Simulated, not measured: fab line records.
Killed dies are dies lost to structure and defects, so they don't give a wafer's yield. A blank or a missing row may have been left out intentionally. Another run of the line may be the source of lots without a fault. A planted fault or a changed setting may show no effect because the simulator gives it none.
fab line records | flow sky130 | part 1 of 2: steps 1 to 25 of 36
[record] lots = 5 wafers = 15 last-day = 49
route steps=708 shown VIA1@464 METAL2@483
lots that met no fault: from a run of the same line without faults
start-h: hours from the record's opening day to when the first of the lot's shown wafers began | wait-h: how many hours have passed since the lot's step before this one | " as in the row above | L1.1+2: a row that stands for several wafers | - no value, or no start given | * or withheld: withheld | < > ~ a bound
route shown NAME@n: a module of which the file shows steps, and the number in the route of the first | usual: mean and standard deviation over wafers with no fault | same: alike in all rows | chamber/n: place in a boat | sites: per-site readings | _std_site: standard deviation across them | _edge_site: outer sites' mean less inner sites' | radius-mm: for every site, how far away it sits from the centre of the wafer | mask NAME#n: copy n | behind: the last tool/chamber to shape the wafer | hold: why the lot went on hold/how many hours it stayed there/how the hold came to an end | device: whichever transistor did not switch (one of n, p or np) | end of line: tests run on the same wafers once the route is complete | a step with no rows: only its recipe | killed: dies that structure and defects cost at the first sort, which is not the same as the wafer's yield | map: dies across one wafer; x = killed, . = not, _ = none there
set.NAME: setting as actually run; set.NAME@STEP: the setting as run at that earlier step | model.NAME: the simulator's own value behind a step, which no gauge read
lots at some steps of the route; a table a step, a row a wafer
services: when a tool's chamber went out of use (start-h, in hours from the record's first day, below 0 if earlier), for how many hours, and the reason
[[steps]]
[step SKY_VIA1_COAT_06]
[recipe] resist = BARC temp-c = withheld time-s = withheld spin-rpm = 3000 resist-thk-nm = 60
[usual] exhaust-pa = 45.0/0.9
// columns lot.wafer tool chamber start-h wait-h exhaust-pa
L078.1 litho-track-03 0 830.43 0.1 44.4
L078.5 " 0 " " 45.2
L078.6 " 0 " " 45.2
L080.1 litho-track-02 0 832.02 0.1 43.9
L080.3 " 0 " " 44.9
L080.5 " 0 " " 45.0
L079.1 litho-track-03 0 834.83 0.1 43.3
L079.2 " 0 " " 44.0
L079.5 " 0 " " 46.1
L086.1 litho-track-03 0 865.93 0.1 45.8
L086.2 " 0 " " 46.0
L086.5 " 0 " " 45.7
L094.2 litho-track-04 0 927.97 0.1 47.0
L094.4 " 0 " " 46.3
L094.6 " 0 " " 45.5
[step SKY_VIA1_COAT_07]
[recipe] resist = KrF-thick spin-rpm = 3000 resist-thk-nm = 450
[usual] exhaust-pa = 45.0/0.86
// columns lot.wafer tool chamber start-h wait-h exhaust-pa
L078.1 litho-track-03 0 - - 46.2
L078.5 " 0 " " 46.6
L078.6 " 0 " " 44.8
L080.1 litho-track-02 0 - - 46.0
L080.3 " 0 " " 44.4
L080.5 " 0 " " 44.8
L079.1 litho-track-03 0 - - 44.9
L079.2 " 0 " " 45.6
L079.5 " 0 " " 44.1
L086.1 litho-track-03 0 - - 45.1
L086.2 " 0 " " 45.0
L086.5 " 0 " " 45.6
L094.2 litho-track-04 0 - - 44.0
L094.4 " 0 " " 43.5
L094.6 " 0 " " 45.0
[step SKY_VIA1_SOFTBAKE_08]
[recipe] temp-c = 100 time-s = 90 resist = KrF-thick
[usual] exhaust-pa = 44.6/0.88
// columns lot.wafer tool chamber start-h wait-h exhaust-pa
L078.1 litho-track-03 0 - - 45.2
L078.5 " 0 " " 42.7
L078.6 " 0 " " 45.3
L080.1 litho-track-02 0 - - 45.1
L080.3 " 0 " " 45.8
L080.5 " 0 " " 46.3
L079.1 litho-track-03 0 - - 44.1
L079.2 " 0 " " 44.5
L079.5 " 0 " " 43.5
L086.1 litho-track-03 0 - - 43.9
L086.2 " 0 " " 44.8
L086.5 " 0 " " 44.9
L094.2 litho-track-04 0 - - 43.8
L094.4 " 0 " " 43.5
L094.6 " 0 " " 45.0
[step SKY_VIA1_EXPOSE_09]
[recipe] mask-id = VIM na = 0.8 source-shape = annular sigma-inner = 0.55 sigma-outer = 0.85 target-cd-nm = 150 dose-mj = 38
// columns lot.wafer tool chamber start-h wait-h mask
L078.1+5+6 krf-scanner-01 0 - - VIM#0
L080.1+3+5 krf-scanner-01 0 - - VIM#0
L079.1+2+5 krf-scanner-01 0 - - VIM#0
L086.1+2+5 krf-scanner-02 0 - - VIM#0
L094.2+4+6 krf-scanner-02 0 - - VIM#0
[step SKY_VIA1_PEB_10]
[recipe] peb-temp-c = withheld peb-time-s = withheld resist = KrF-thick
[usual] exhaust-pa = 45.0/0.9
// columns lot.wafer tool chamber start-h wait-h exhaust-pa
L078.1 litho-track-03 0 - - 45.8
L078.5 " 0 " " 46.7
L078.6 " 0 " " 45.8
L080.1 litho-track-03 0 - - 43.1
L080.3 " 0 " " 43.8
L080.5 " 0 " " 43.7
L079.1 litho-track-03 0 - - 45.4
L079.2 " 0 " " 45.9
L079.5 " 0 " " 45.6
L086.1 litho-track-03 0 - - 46.5
L086.2 " 0 " " 45.0
L086.5 " 0 " " 44.6
L094.2 litho-track-03 0 - - 44.5
L094.4 " 0 " " 44.2
L094.6 " 0 " " 44.8
[step SKY_VIA1_DEVELOP_11]
[recipe] develop-time-s = 60 resist = KrF-thick dev-temp-c = 21
[usual] developer-temp-C = 20.97/0.1 exhaust-pa = 45.2/0.87
// columns lot.wafer tool chamber start-h wait-h developer-temp-C exhaust-pa
L078.1 litho-track-03 0 - - 20.89 44.7
L078.5 " 0 " " 20.92 46.1
L078.6 " 0 " " 20.84 44.1
L080.1 litho-track-03 0 - - 21.20 45.4
L080.3 " 0 " " 21.01 44.7
L080.5 " 0 " " 21.13 44.5
L079.1 litho-track-03 0 - - 21.06 47.7
L079.2 " 0 " " 20.98 44.9
L079.5 " 0 " " 21.10 45.3
L086.1 litho-track-03 0 - - 21.14 46.3
L086.2 " 0 " " 21.08 43.6
L086.5 " 0 " " 21.02 45.2
L094.2 litho-track-03 0 - - 20.82 45.7
L094.4 " 0 " " 21.09 45.0
L094.6 " 0 " " 21.09 45.3
[step SKY_VIA1_CD_MEAS_12]
[recipe] target-cd-nm = 150
[usual] cd-nm = 150.5/2
// columns lot.wafer tool chamber start-h wait-h cd-nm
L078.1 cd-sem-01 - 843.63 - 150.8
L078.5 " - " " 150.6
L078.6 " - " " 150.1
L080.1 cd-sem-02 - 845.13 - 149.5
L080.3 " - " " 149.9
L080.5 " - " " 149.9
L079.1 cd-sem-01 - 848.18 - 151.7
L079.2 " - " " 151.2
L079.5 " - " " 152.2
L086.1 cd-sem-02 - 879.43 - 150.5
L086.2 " - " " 149.0
L086.5 " - " " 150.1
L094.2 cd-sem-01 - 939.80 - 151.8
L094.4 " - " " 150.2
L094.6 " - " " 151.2
[step SKY_VIA1_OVL_MEAS_13]
[usual] VIA1_OVL = 1/6.3
// columns lot.wafer tool chamber start-h wait-h VIA1_OVL[nm]
L078.1 overlay-01 - 843.75 0.1 3
L078.5 " - " " 3
L078.6 " - " " 5
L080.1 overlay-02 - 845.25 0.1 -2
L080.3 " - " " -1
L080.5 " - " " 10
L079.1 overlay-02 - 848.30 0.1 -6
L079.2 " - " " 3
L079.5 " - " " -3
L086.1 overlay-01 - 879.55 0.1 2
L086.2 " - " " 1
L086.5 " - " " 7
L094.2 overlay-02 - 939.91 0.1 5
L094.4 " - " " 4
L094.6 " - " " -5
[step SKY_VIA1_ETCH_14]
[recipe] chemistry = N2/H2 target = BARC ion-energy-ev = 200 source-w = 500 bias-w = 100 pressure-mtorr = 30 n2-flow-sccm = 100 h2-flow-sccm = 200 stop-on = SiO2 time-s = 45.9 target-depth-a = 600
[usual] chamber-pressure-mTorr = 30.000/0.029 drypump-motor-current-A = 5.7/0.3 oes-product-au = 0.855/0.0042 throttle-valve-pct = 13.225/0.0085
// columns lot.wafer tool chamber start-h wait-h chamber-pressure-mTorr drypump-motor-current-A oes-product-au rf-hours-counter-h throttle-valve-pct
L078.1 rie-diel-01 2 843.79 0.0 29.991 5.2 0.858 0 13.224
L078.5 " 1 " " 29.966 5.8 0.854 - 13.226
L078.6 " 2 " " 30.009 5.3 0.862 - 13.215
L080.1 rie-diel-01 0 845.29 0.0 30.040 5.8 0.853 6 13.229
L080.3 " 3 " " 29.944 6.4 0.855 15 13.231
L080.5 " 2 " " 30.038 5.2 0.851 - 13.206
L079.1 rie-diel-02 2 848.34 0.0 29.993 5.8 0.853 14 13.235
L079.2 " 1 " " 29.956 5.4 0.854 6 13.228
L079.5 " 2 " " 29.968 5.8 0.849 - 13.236
L086.1 rie-diel-01 1 879.59 0.0 29.993 5.7 0.853 25 13.232
L086.2 " 0 " " 30.014 5.8 0.862 7 13.227
L086.5 " 1 " " 29.992 5.7 0.861 - 13.218
L094.2 rie-diel-01 0 939.94 0.0 29.999 5.8 0.858 8 13.231
L094.4 " 1 " " 29.995 5.7 0.852 27 13.229
L094.6 " 2 " " 30.012 5.2 0.855 - 13.223
[step SKY_VIA1_ETCH_15]
[recipe] target = SiO2 chemistry = C4F8/O2/Ar target-depth-nm = 351 stop-on = TiN mask-material = KrF-thick source-w = 1500 bias-w = 1200 pressure-mtorr = 40 c4f8-flow-sccm = withheld O2_flow_sccm = 6 Ar_flow_sccm = 300 time-s = 54
[usual] chamber-pressure-mTorr = 40.00/0.039 oes-product-au = 0.982/0.0063
// columns lot.wafer tool chamber start-h wait-h chamber-pressure-mTorr oes-product-au rf-hours-counter-h
L078.1 rie-diel-01 2 843.83 0.0 40.00 0.978 0
L078.5 " 1 " " 40.02 0.984 -
L078.6 " 2 " " 40.03 0.972 -
L080.1 rie-diel-01 0 845.33 0.0 39.98 0.963 6
L080.3 " 3 " " 40.07 0.979 15
L080.5 " 2 " " 40.01 0.978 -
L079.1 rie-diel-02 2 848.38 0.0 40.08 0.984 14
L079.2 " 1 " " 40.01 0.992 6
L079.5 " 2 " " 39.98 0.974 -
L086.1 rie-diel-01 1 879.63 0.0 40.04 0.975 25
L086.2 " 0 " " 39.97 0.983 7
L086.5 " 1 " " 39.97 0.982 -
L094.2 rie-diel-01 0 939.98 0.0 39.98 0.976 8
L094.4 " 1 " " 40.06 0.982 27
L094.6 " 2 " " 39.99 0.995 -
[step SKY_VIA1_STRIP_16]
[recipe] chemistry = O2/N2 power-w = 1400 pressure-mtorr = 1500 platen-temp-c = withheld o2-flow-sccm = 3000 n2-flow-sccm = 300 overash-fraction = 0.5
[usual] chamber-pressure-mTorr = 1500.2/1.3 drypump-motor-current-A = 5.8/0.45 oes-product-au = 0.415/0.0045 strip-time-to-endpoint-s = 4.462/0.021
// columns lot.wafer tool chamber start-h wait-h chamber-pressure-mTorr drypump-motor-current-A oes-product-au rf-hours-counter-h strip-time-to-endpoint-s
L078.1 plasma-asher-04 1 843.88 0.0 1500.3 5.4 0.419 103 4.516
L078.5 " 0 " " 1499.4 6.4 0.411 - 4.467
L078.6 " 1 " " 1500.5 5.4 0.415 - 4.497
L080.1 plasma-asher-04 0 845.38 0.0 1499.7 6.4 0.410 103 4.500
L080.3 " 1 " " 1500.8 5.5 0.425 - 4.485
L080.5 " 0 " " 1500.6 6.4 0.417 - 4.452
L079.1 plasma-asher-04 1 848.43 0.0 1497.9 5.5 0.412 103 4.476
L079.2 " 0 " " 1500.9 6.4 0.417 103 4.484
L079.5 " 0 " " 1501.1 6.4 0.413 - 4.468
L086.1 plasma-asher-04 1 879.68 0.0 1500.6 5.5 0.425 107 4.429
L086.2 " 0 " " 1500.2 6.4 0.411 107 4.488
L086.5 " 0 " " 1500.5 6.4 0.418 - 4.436
L094.2 plasma-asher-02 0 940.03 0.0 1499.8 5.1 0.412 78 4.486
L094.4 " 1 " " 1500.5 5.8 0.412 - 4.448
L094.6 " 0 " " 1500.9 5.1 0.417 - 4.489
[step SKY_VIA1_STRIP_17]
[recipe] chemistry = post-etch-residue-remover time-s = 1200 temp-c = 72.5
// columns lot.wafer tool chamber start-h wait-h
L078.1+5+6 wet-bench-01 2 843.98 0.1
L080.1+3+5 wet-bench-04 3 845.48 0.1
L079.1+2+5 wet-bench-01 1 848.53 0.1
L086.1+2+5 wet-bench-01 1 879.78 0.1
L094.2+4+6 wet-bench-02 0 940.13 0.1
[step SKY_VIA1_CLEAN_18]
[recipe] chemistry = IPA time-s = 180 temp-c = 25
// columns lot.wafer tool chamber start-h wait-h
L078.1+5+6 wet-bench-02 2 844.32 0.0
L080.1+3+5 wet-bench-01 0 845.82 0.0
L079.1+2+5 wet-bench-04 3 848.87 0.0
L086.1+2+5 wet-bench-02 0 880.12 0.0
L094.2+4+6 wet-bench-01 2 940.47 0.0
[step SKY_VIA1_CLEAN_19]
[recipe] chemistry = O3/DIW dry = n2-spin
// columns lot.wafer tool chamber start-h wait-h
L078.1+5+6 wet-bench-01 0 844.38 0.0
L080.1+3+5 wet-bench-02 2 845.88 0.0
L079.1+2+5 wet-bench-02 1 848.93 0.0
L086.1+2+5 wet-bench-01 2 880.18 0.0
L094.2+4+6 wet-bench-02 0 940.53 0.0
[step SKY_VIA1_SPUTTER_20]
[recipe] material = TiN target-thk-nm = 20 chamber-pressure-pa = 5 power-w = 4000 time-s = 80
[usual] throttle-valve-pct = 29.6/1
// columns lot.wafer tool chamber start-h wait-h throttle-valve-pct
L078.1 pvd-sputter-03 - 844.47 0.0 30.4
L078.5 " - " " 30.7
L078.6 " - " " 28.3
L080.1 pvd-sputter-03 - 845.97 0.0 28.1
L080.3 " - " " 28.5
L080.5 " - " " 30.4
L079.1 pvd-sputter-01 - 849.02 0.0 29.8
L079.2 " - " " 29.8
L079.5 " - " " 29.6
L086.1 pvd-sputter-02 - 880.27 0.0 29.0
L086.2 " - " " 31.1
L086.5 " - " " 28.6
L094.2 pvd-sputter-02 - 940.62 0.0 31.1
L094.4 " - " " 30.0
L094.6 " - " " 28.6
[step SKY_VIA1_CVD_21]
[recipe] material = W target-thk-nm = 270 time-s = 80.902 temp-c = 400 pressure-torr = 40
[usual] heater-power-w = 845/89
// columns lot.wafer tool chamber start-h wait-h heater-power-w
L078.1 cvd-w-01 1 844.53 0.0 757
L078.5 " 1 " " 728
L078.6 " 0 " " 970
L080.1 cvd-w-02 1 846.03 0.0 766
L080.3 " 1 " " 760
L080.5 " 0 " " 945
L079.1 cvd-w-02 1 849.08 0.0 777
L079.2 " 0 " " 919
L079.5 " 0 " " 910
L086.1 cvd-w-02 0 880.33 0.0 941
L086.2 " 1 " " 765
L086.5 " 1 " " 743
L094.2 cvd-w-02 0 940.68 0.0 913
L094.4 " 1 " " 775
L094.6 " 0 " " 910
[step SKY_VIA1_RS_MEAS_22]
[recipe] thk-meas-gauge = four-point-probe reads = W_of_VIA1_CVD_21+TiN_of_VIA1_SPUTTER_20
[usual] VIA1_W_RS = 0.426/0.0066
// columns lot.wafer tool chamber start-h wait-h VIA1_W_RS[ohm/sq]
L078.1 film-metro-02 - 844.62 0.1 0.426
L078.5 " - " " 0.425
L078.6 " - " " 0.428
L080.1 film-metro-01 - 846.12 0.1 0.434
L080.3 " - " " 0.436
L080.5 " - " " 0.433
L079.1 film-metro-01 - 849.17 0.1 0.437
L079.2 " - " " 0.437
L079.5 " - " " 0.433
L086.1 film-metro-02 - 880.42 0.1 0.426
L086.2 " - " " 0.426
L086.5 " - " " 0.424
L094.2 film-metro-01 - 940.79 0.1 0.430
L094.4 " - " " 0.415
L094.6 " - " " 0.431
[step SKY_VIA1_THK_MEAS_23]
[recipe] thk-meas-gauge = xrf reads = W_of_VIA1_CVD_21
[usual] VIA1_W_THK = 265/4.7
// columns lot.wafer tool chamber start-h wait-h VIA1_W_THK[nm]
L078.1 film-metro-02 - 844.74 0.1 265
L078.5 " - " " 265
L078.6 " - " " 263
L080.1 film-metro-01 - 846.24 0.1 261
L080.3 " - " " 259
L080.5 " - " " 262
L079.1 film-metro-01 - 849.29 0.1 260
L079.2 " - " " 259
L079.5 " - " " 263
L086.1 film-metro-02 - 880.54 0.1 267
L086.2 " - " " 265
L086.5 " - " " 267
L094.2 film-metro-01 - 940.90 0.1 264
L094.4 " - " " 273
L094.6 " - " " 264
[step SKY_VIA1_CMP_24]
[recipe] stop-on = SiO2 t-overpolish-s = 15 down-force-psi = 3.5 platen-rpm = 60 target-thk-nm = 0 pad-velocity-m-s = 0.94248
[usual] motor-current-A = 11.7/1.4 overpolish-run-s = 15.001/0.0093 platen-rpm = 60.00/0.044 retaining-ring-pressure-frac = 1.000/0.0051 time-to-endpoint-s = 65/3.2
// columns lot.wafer tool chamber start-h wait-h motor-current-A overpolish-run-s platen-rpm retaining-ring-pressure-frac time-to-endpoint-s
L078.1 cmp-01 0 844.90 0.1 10.5 15.002 60.00 1.002 65
L078.5 " 2 " " 12.6 15.001 60.02 1.003 68
L078.6 " 3 " " 13.7 15.002 60.03 1.003 69
L080.1 cmp-02 3 846.40 0.1 10.2 14.985 59.99 0.997 64
L080.3 " 0 " " 9.7 15.005 60.02 0.999 62
L080.5 " 2 " " 11.0 14.982 60.07 1.001 65
L079.2 cmp-01 1 849.35 0.0 13.1 14.991 59.98 1.003 65
L079.1 " 3 " " 13.5 15.002 59.98 0.996 68
L079.5 " 1 " " 13.0 15.010 59.91 1.001 67
L086.1 cmp-02 1 880.60 0.1 11.5 14.993 60.05 1.000 62
L086.2 " 3 " " 9.8 15.006 59.96 0.997 61
L086.5 " 1 " " 11.3 15.006 60.00 1.002 62
L094.2 cmp-01 2 940.95 0.0 12.3 15.013 59.99 1.006 65
L094.4 " 0 " " 9.9 15.007 60.01 1.000 62
L094.6 " 3 " " 13.1 14.985 60.02 1.002 59
[step SKY_METAL2_SPUTTER_00]
[recipe] material = Ti target-thk-nm = 15 power-w = 3000 time-s = 10 chamber-pressure-pa = 0.4
[usual] throttle-valve-pct = 30.1/0.92
// columns lot.wafer tool chamber start-h wait-h throttle-valve-pct
L078.1 pvd-sputter-04 - 845.10 0.1 30.3
L078.5 " - " " 29.9
L078.6 " - " " 30.8
L080.1 pvd-sputter-02 - 846.60 0.1 31.2
L080.3 " - " " 29.9
L080.5 " - " " 28.9
L079.1 pvd-sputter-02 - 849.65 0.1 28.8
L079.2 " - " " 30.4
L079.5 " - " " 29.9
L086.1 pvd-sputter-01 - 880.90 0.2 27.8
L086.2 " - " " 29.8
L086.5 " - " " 30.2
L094.2 pvd-sputter-01 - 941.25 0.2 30.2
L094.4 " - " " 29.8
L094.6 " - " " 30.3
[step SKY_METAL2_SPUTTER_01]
[recipe] material = TiN target-thk-nm = 20 power-w = 6500 time-s = 16.7 chamber-pressure-pa = 0.4
[usual] throttle-valve-pct = 30.1/0.92
// columns lot.wafer tool chamber start-h wait-h throttle-valve-pct
L078.1 pvd-sputter-04 - 845.12 0.0 30.3
L078.5 " - " " 29.9
L078.6 " - " " 31.1
L080.1 pvd-sputter-02 - 846.62 0.0 31.3
L080.3 " - " " 29.7
L080.5 " - " " 28.9
L079.1 pvd-sputter-02 - 849.67 0.0 29.1
L079.2 " - " " 30.6
L079.5 " - " " 29.9
L086.1 pvd-sputter-01 - 880.93 0.0 28.0
L086.2 " - " " 29.6
L086.5 " - " " 30.6
L094.2 pvd-sputter-01 - 941.28 0.0 30.4
L094.4 " - " " 29.8
L094.6 " - " " 30.2
[step SKY_METAL2_SPUTTER_02]
[recipe] material = AlCu target-thk-nm = 250 power-w = 10600 time-s = 13.3 chamber-pressure-pa = 0.4
[usual] throttle-valve-pct = 30.1/0.92
// columns lot.wafer tool chamber start-h wait-h throttle-valve-pct
L078.1 pvd-sputter-04 - 845.15 0.0 30.2
L078.5 " - " " 29.8
L078.6 " - " " 30.9
L080.1 pvd-sputter-02 - 846.65 0.0 31.0
L080.3 " - " " 30.1
L080.5 " - " " 28.8
L079.1 pvd-sputter-02 - 849.70 0.0 28.9
L079.2 " - " " 30.3
L079.5 " - " " 29.7
L086.1 pvd-sputter-01 - 880.95 0.0 28.0
L086.2 " - " " 29.7
L086.5 " - " " 30.3
L094.2 pvd-sputter-01 - 941.30 0.0 30.2
L094.4 " - " " 29.6
L094.6 " - " " 30.4
[step SKY_METAL2_SPUTTER_03]
[recipe] material = Ti target-thk-nm = 5 power-w = 3000 time-s = 3.3 chamber-pressure-pa = 0.4
[usual] throttle-valve-pct = 30.1/0.95
// columns lot.wafer tool chamber start-h wait-h throttle-valve-pct
L078.1 pvd-sputter-04 - 845.17 0.0 30.6
L078.5 " - " " 29.6
L078.6 " - " " 31.2
L080.1 pvd-sputter-02 - 846.67 0.0 31.2
L080.3 " - " " 29.7
L080.5 " - " " 28.8
L079.1 pvd-sputter-02 - 849.72 0.0 28.8
L079.2 " - " " 30.4
L079.5 " - " " 29.8
L086.1 pvd-sputter-01 - 880.98 0.0 28.0
L086.2 " - " " 29.4
L086.5 " - " " 30.2
L094.2 pvd-sputter-01 - 941.33 0.0 30.2
L094.4 " - " " 29.7
L094.6 " - " " 30.4
[step SKY_METAL2_SPUTTER_04]
[recipe] material = TiN target-thk-nm = 70 power-w = 6500 time-s = 58.3 chamber-pressure-pa = 0.4
[usual] throttle-valve-pct = 30.1/0.93
// columns lot.wafer tool chamber start-h wait-h throttle-valve-pct
L078.1 pvd-sputter-04 - 845.19 0.0 30.4
L078.5 " - " " 29.9
L078.6 " - " " 31.2
L080.1 pvd-sputter-02 - 846.69 0.0 31.1
L080.3 " - " " 29.6
L080.5 " - " " 28.9
L079.1 pvd-sputter-02 - 849.74 0.0 28.8
L079.2 " - " " 30.5
L079.5 " - " " 30.0
L086.1 pvd-sputter-01 - 880.99 0.0 27.9
L086.2 " - " " 29.7
L086.5 " - " " 30.1
L094.2 pvd-sputter-01 - 941.34 0.0 30.6
L094.4 " - " " 29.7
L094.6 " - " " 30.3
[step SKY_METAL2_RS_MEAS_05]
[recipe] thk-meas-gauge = four-point-probe reads = TiN_of_METAL2_SPUTTER_04+Ti_of_METAL2_SPUTTER_03+AlCu_of_METAL2_SPUTTER_02+TiN_of_METAL2_SPUTTER_01+Ti_of_METAL2_SPUTTER_00
[usual] METAL2_ALCU_RS = 0.1264/0.0013
// columns lot.wafer tool chamber start-h wait-h METAL2_ALCU_RS[ohm/sq]
L078.1 film-metro-04 - 845.24 0.0 0.1251
L078.5 " - " " 0.1266
L078.6 " - " " 0.1260
L080.1 film-metro-03 - 846.74 0.0 0.1257
L080.3 " - " " 0.1271
L080.5 " - " " 0.1278
L079.1 film-metro-03 - 849.79 0.0 0.1269
L079.2 " - " " 0.1264
L079.5 " - " " 0.1258
L086.1 film-metro-04 - 881.04 0.0 0.1259
L086.2 " - " " 0.1279
L086.5 " - " " 0.1261
L094.2 film-metro-02 - 941.41 0.0 0.1273
L094.4 " - " " 0.1281
L094.6 " - " " 0.1267
